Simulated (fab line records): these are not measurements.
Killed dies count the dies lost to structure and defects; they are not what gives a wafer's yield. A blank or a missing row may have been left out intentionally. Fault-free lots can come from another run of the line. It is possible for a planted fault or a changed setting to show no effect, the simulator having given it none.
One fault through the eyes of 2 desks | flow sky130 | each desk has only its own numbers; what lay behind them comes last

AT THE METROLOGY DESK
What the gauges read, lot by lot, whatever tool the lot ran on: means of the sampled wafers that have a number. Any lot whose mean is over 4 standard deviations away from the usual mean is out of limits and marked OUT; that distance is given in the brackets.
Columns: A = cdNm at SKY_VIA2_CD_MEAS_12, usual 199.4 nm; B = VIA2_OVL at SKY_VIA2_OVL_MEAS_13, usual 7 nm
lot  | first seen here | A     | B
L169 | day 37 03:44    | 199.5 | 6
L171 | day 37 15:19    | 200.4 | 11
L176 | day 39 05:27    | 201.0 | 2
L177 | day 39 15:16    | 199.4 | 8
L191 | day 43 05:18    | 197.6 | 14
Result from this desk: across the 5 lots, nothing is out of limits.

THE TOOL OWNER'S DESK: pvdSputter-02
The tool's own readings at SKY_VIA2_SPUTTER_20 (material TiN, target thk 20 nm, time 80 s): means of the sampled wafers that have a number, for each lot that ran on this tool. Any lot whose mean is over 4 standard deviations away from the usual mean is out of limits and marked OUT; that distance is given in the brackets.
Columns: A = throttleValvePct at SKY_VIA2_SPUTTER_20, usual 29.7 %
lot  | first seen here | A
L169 | day 37 04:33    | 29.5
L171 | day 37 16:13    | 29.6
L176 | day 39 06:18    | 28.8
Result from this desk: across the 3 lots, nothing is out of limits.

ALL TOGETHER
From the metrology desk's view, nothing was out of limits.
Nothing out of limits was seen by the tool owner's desk.

WHAT THE SIMULATOR HAD PUT IN
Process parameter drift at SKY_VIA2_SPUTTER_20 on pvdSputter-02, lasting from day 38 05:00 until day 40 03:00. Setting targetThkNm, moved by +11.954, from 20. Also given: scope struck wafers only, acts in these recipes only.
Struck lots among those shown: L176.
